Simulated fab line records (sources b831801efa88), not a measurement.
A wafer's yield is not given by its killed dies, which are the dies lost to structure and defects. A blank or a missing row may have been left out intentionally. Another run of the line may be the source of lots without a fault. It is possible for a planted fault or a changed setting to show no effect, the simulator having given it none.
2 desks looking at one fault    flow gf180mcu    what lay behind the numbers comes last; until then each desk has only its own

TOOL OWNER'S DESK, pvdSputter-02
The tool's own readings at GF_M4_SPUTTER_04 (material TiN, target thk 50 nm, time 41.7 s): means of the sampled wafers that have a number, for each lot that ran on this tool. Any lot whose mean is over 4 standard deviations away from the usual mean is out of limits and marked OUT; that distance is given in the brackets.
Columns: A = throttleValvePct at GF_M4_SPUTTER_04, usual 30.4 %
lot   first seen here  A
L467  day 22 20:43     30.6
L476  day 26 01:39     31.0
L479  day 26 23:44     30.6
L481  day 27 15:26     30.6
L484  day 28 11:31     30.5
Finding of this desk: none of the 5 lots has anything out of limits.

THE METROLOGY DESK
What the gauges read, lot by lot, whatever tool the lot ran on: means of the sampled wafers that have a number. Any lot whose mean is over 4 standard deviations away from the usual mean is out of limits and marked OUT; that distance is given in the brackets.
Columns: A = V3_OVL at GF_V3_OVL_MEAS_15, usual 3 nm; B = M4_ALCU_THK at GF_M4_THK_MEAS_06, usual 440 nm
lot   first seen here  A   B
L467  day 22 18:49     9   439
L468  day 23 04:01     2   438
L469  day 23 10:46     -3  438
L470  day 23 19:40     0   440
L476  day 26 00:04     2   435
L479  day 26 22:09     6   409 (-6.4) OUT
L480  day 27 01:31     6   447
L481  day 27 13:52     -2  418 (-4.5) OUT
L482  day 27 16:58     1   440
L483  day 28 00:00     6   445
L484  day 28 09:57     9   416 (-5.1) OUT
L487  day 29 05:30     4   443
L489  day 29 18:55     1   438
Finding of this desk: L479, L481, L484 out of limits, first seen on L479 at day 26 23:53 (M4_ALCU_THK at GF_M4_THK_MEAS_06). In limits: L467, L468, L469, L470, L476, L480, L482, L483, L487, L489.

TAKEN TOGETHER
The metrology desk could have raised an alarm at day 26 23:53, on L479, L481, L484.
The desk of the tool owner found nothing out of limits.
Tool owner's desk: L479, L481, L484 on record, inside its limits.
Every lot named ran GF_M4_SPUTTER_04 on pvdSputter-02.

WHAT HAD BEEN PUT IN BY THE SIMULATOR
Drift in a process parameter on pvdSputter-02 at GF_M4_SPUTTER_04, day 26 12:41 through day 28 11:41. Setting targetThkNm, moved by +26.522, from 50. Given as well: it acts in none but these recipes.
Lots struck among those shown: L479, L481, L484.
Time in hours between the start of the fault and the first out-of-limits reading at each desk: metrology desk, 11.
